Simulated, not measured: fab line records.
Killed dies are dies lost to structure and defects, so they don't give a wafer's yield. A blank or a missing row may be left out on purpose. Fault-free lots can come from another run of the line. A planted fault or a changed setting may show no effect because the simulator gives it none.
Chamber matching | flow sky130 | pecvd-04 running SKY_CONTACT_CVD_00: 3 sister chambers
The step deposits Si3N4, target thk 75 nm. 14 wafers are shown with their chamber, then 7 later ones without.

EACH WAFER AND ITS CHAMBER
wafer  | chamber | heater power w (W)
L311.1 | 2       | 769
L311.3 | 0       | 634
L311.6 | 2       | 780
L315.1 | 0       | 716
L315.4 | 1       | 811
L315.5 | 0       | 731
L317.1 | 0       | 692
L317.3 | 2       | 686
L317.5 | 2       | 691
L324.1 | 0       | 717
L324.2 | 2       | 784
L324.3 | 1       | 817
L326.3 | 0       | 695
L326.5 | 1       | 808

SIGNATURES (averages over the wafers above)
reading        | chamber 0 | chamber 1 | chamber 2 | scatter within a chamber
heater power w | 697.50    | 812.00    | 742.00    | 37.7
Rule: a wafer's distance from a chamber is the root of the sum, over the readings, of the square of ((its reading less the chamber's mean) divided by the reading's scatter). If the next closest chamber is less than 2 further off than the closest, the wafer can't be placed; otherwise it belongs to the closest. How the scatter is found: for the shown wafers, subtract from each reading the mean of its chamber, square and add these, divide the total by (wafers less chambers), then take the root.

WAFERS WITHOUT THEIR CHAMBER
wafer  | heater power w (W)
L326.6 | 687
L331.2 | 750
L331.4 | 741
L331.5 | 816
L332.1 | 757
L332.3 | 839
L332.5 | 830

EACH ONE'S CHAMBER
wafer  | from the rows above          | in truth
L326.6 | can't be placed: 0 or 2      | 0
L331.2 | can't be placed: 2 or 0 or 1 | 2
L331.4 | can't be placed: 2 or 0 or 1 | 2
L331.5 | can't be placed: 1 or 2      | 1
L332.1 | can't be placed: 2 or 1 or 0 | 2
L332.3 | can't be placed: 1 or 2      | 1
L332.5 | can't be placed: 1 or 2      | 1
0 of 7 placed correctly. Cannot be placed on the basis of these rows: 7; the candidates contain the true chamber in 7. 0 placed wrongly.
